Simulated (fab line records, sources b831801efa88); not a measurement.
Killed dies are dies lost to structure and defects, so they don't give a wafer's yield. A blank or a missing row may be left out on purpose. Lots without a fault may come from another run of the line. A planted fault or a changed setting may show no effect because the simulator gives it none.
A struck lot beside a sound one | flow gf180mcu | 17 steps out of a route of 602
Sound: wafers L223.2, L223.5, L223.6. Struck: wafers L237.4, L237.5, L237.6. The cause comes at the end.
At each step with rows: each side's tool, then ch and its chambers, then its first start. Under that, the readings that differ: sound wafers | struck wafers | difference of the means | sigmas: that difference in standard deviations of wafers without a fault.
alike: readings whose means differ by less than 2 such deviations, and words and numbers that are the same on both sides. not compared: withheld readings, readings that some wafer has no value for, bounds like >300 that may hide the same value, and numbers for which the record gives no deviation and whose values overlap.
The two part at a step that has a row with sigmas, a row that says differs or no value, or rows on one side only. Numbers that don't overlap but have no deviation are shown without sigmas and don't part them. A reading that every wafer of one side lacks parts them only if that side has two wafers or more.

first, 4 steps without rows for these wafers: GF_VT_IMPLANT_SOFTBAKE_03 (time 60 s); GF_VT_IMPLANT_EXPOSE_04 (exposes mask LVPWELL LV AREA, target cd 600 nm); GF_VT_IMPLANT_PEB_05; GF_VT_IMPLANT_DEVELOP_06 (develop time 60 s).
GF_VT_IMPLANT_OVL_MEAS_07:
  sound on overlay-02, day 6 02:55; struck on overlay-02, day 9 17:28
  alike: VT_IMPLANT_OVL
then, 1 step without rows for these wafers: GF_VT_IMPLANT_IMPLANT_08.
GF_VT_IMPLANT_STRIP_09: strips in O2/N2.
  sound on plasma_asher-01 ch 0,1, day 6 03:06; struck on plasma_asher-02 ch 0,1, day 9 17:40
  alike: drypump_motor_current_A, heater_power_w, oes_product_au, strip_time_to_endpoint_s
  not compared: rf_hours_counter_h
GF_VT_IMPLANT_TW_MEAS_10:
  sound on film_metro-04, day 6 03:13; struck on film_metro-01, day 9 17:46
  alike: VT_IMPLANT_TW
then, 4 steps without rows for these wafers: GF_VT_IMPLANT_DEHYDRATE_11 (time 60 s); GF_VT_IMPLANT_HMDS_12 (prime time 60 s); GF_VT_IMPLANT_COAT_13 (resist thk 1000 nm); GF_VT_IMPLANT_SOFTBAKE_14 (time 60 s).
GF_VT_IMPLANT_EXPOSE_15: exposes mask Nwell LV AREA, target cd 860 nm.
  sound on iline_stepper-02 ch 0, day 6 10:40; struck on iline_stepper-02 ch 0, day 10 01:29
  reading                            | sound                   | struck            | difference | sigmas
  model.VT_IMPLANT.overlay_x_nm (nm) | -0.8232 -0.8232 -0.8232 | 302.9 302.9 302.9 | +303.7     |
  alike: mask, reticle_temp_C
then, 2 steps without rows for these wafers: GF_VT_IMPLANT_PEB_16; GF_VT_IMPLANT_DEVELOP_17 (develop time 60 s).
GF_VT_IMPLANT_OVL_MEAS_18:
  sound on overlay-01, day 6 18:28; struck on overlay-01, day 10 10:38
  reading                | sound          | struck            | difference | sigmas
  VT_IMPLANT_01_OVL (nm) | -2.0 -1.1 -1.0 | 303.7 301.7 301.6 | +303.7     | +99 or more
  not compared: hold
GF_PASSIVATION_PROBE_99:
  the record has rows for the sound wafers here (prober-01, day 29 18:21) and none for the struck ones

WHERE THEY PART
First at GF_VT_IMPLANT_OVL_MEAS_18; last, within this record, at GF_PASSIVATION_PROBE_99.

WHY: what the simulator had put in
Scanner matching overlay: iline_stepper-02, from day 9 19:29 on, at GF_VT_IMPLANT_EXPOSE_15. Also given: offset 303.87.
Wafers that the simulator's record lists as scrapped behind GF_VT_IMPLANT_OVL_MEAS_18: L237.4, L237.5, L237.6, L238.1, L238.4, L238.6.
